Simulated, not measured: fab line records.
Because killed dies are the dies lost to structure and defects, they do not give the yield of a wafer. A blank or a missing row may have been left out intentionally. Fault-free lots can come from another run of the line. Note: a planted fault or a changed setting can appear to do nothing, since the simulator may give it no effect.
Which tool was responsible? || flow sky130 || at 1 step of a route of 708, 11 lots with 33 wafers sampled

## WHAT EACH GAUGE READ, for each wafer
SKY_CONTACT_THK_MEAS_01.
{"lot": "L274", "measured": "day 30 09:47", "on": "film metro-03", "CONTACT_CVD_00_THK (nm)": "74.0 75.2 75.2"}
{"lot": "L275", "measured": "day 31 03:34", "on": "film metro-01", "CONTACT_CVD_00_THK (nm)": "75.1 75.2 74.6"}
{"lot": "L279", "measured": "day 32 06:42", "on": "film metro-01", "CONTACT_CVD_00_THK (nm)": "73.6 73.6 77.2"}
{"lot": "L280", "measured": "day 32 14:06", "on": "film metro-03", "CONTACT_CVD_00_THK (nm)": "75.2 74.4 75.5"}
{"lot": "L283", "measured": "day 33 12:27", "on": "film metro-03", "CONTACT_CVD_00_THK (nm)": "73.9 72.1 74.0"}
{"lot": "L284", "measured": "day 33 16:50", "on": "film metro-01", "CONTACT_CVD_00_THK (nm)": "74.0 75.7 75.2"}
{"lot": "L289", "measured": "day 35 19:30", "on": "film metro-03", "CONTACT_CVD_00_THK (nm)": "73.2 74.5 75.1"}
{"lot": "L292", "measured": "day 36 08:32", "on": "film metro-04", "CONTACT_CVD_00_THK (nm)": "75.4 74.8 74.0"}
{"lot": "L293", "measured": "day 36 19:17", "on": "film metro-01", "CONTACT_CVD_00_THK (nm)": "74.6 75.8 75.6"}
{"lot": "L295", "measured": "day 37 04:45", "on": "film metro-03", "CONTACT_CVD_00_THK (nm)": "72.7 73.7 74.6"}
{"lot": "L296", "measured": "day 37 11:29", "on": "film metro-03", "CONTACT_CVD_00_THK (nm)": "74.6 75.5 75.1"}

## EACH LOT AND THE TOOL THAT RAN IT (in order: tool; ch and the chambers of the sampled wafers; start)
The record holds no process step before these readings.

## WHAT THE TOOLS THEMSELVES READ (means of the sampled wafers that have a number; where no wafer has one, the mark that the record gives instead)
The record holds no such reading with a usual standard deviation.

## THE ANSWER, worked out from the rows above alone
Rule: usual is defined by the lots themselves. The widest of any qualifying gaps counts: lots, ordered by their means at a reading, are off when they make up no more than a third of the lots, leave a main group of 4 or more, and stand apart from it by 3 or more times the standard deviation of that group's means. Not used: any main group whose means are identical at the precision the tables above print for the reading. Also off: a lot with no number at a reading for which 4 or more lots have one. Any other lot the step has rows for is counted as sound. First the gauges in route order, then the tools' own readings, where a lot's mean is used as printed above. The first step at which some lot is off is used, and at that step the reading that is off furthest; a lot without a number counts as furthest.
Nothing can be told from this: no lot is off at any reading shown.

## WHAT THE SIMULATOR HAD INSERTED
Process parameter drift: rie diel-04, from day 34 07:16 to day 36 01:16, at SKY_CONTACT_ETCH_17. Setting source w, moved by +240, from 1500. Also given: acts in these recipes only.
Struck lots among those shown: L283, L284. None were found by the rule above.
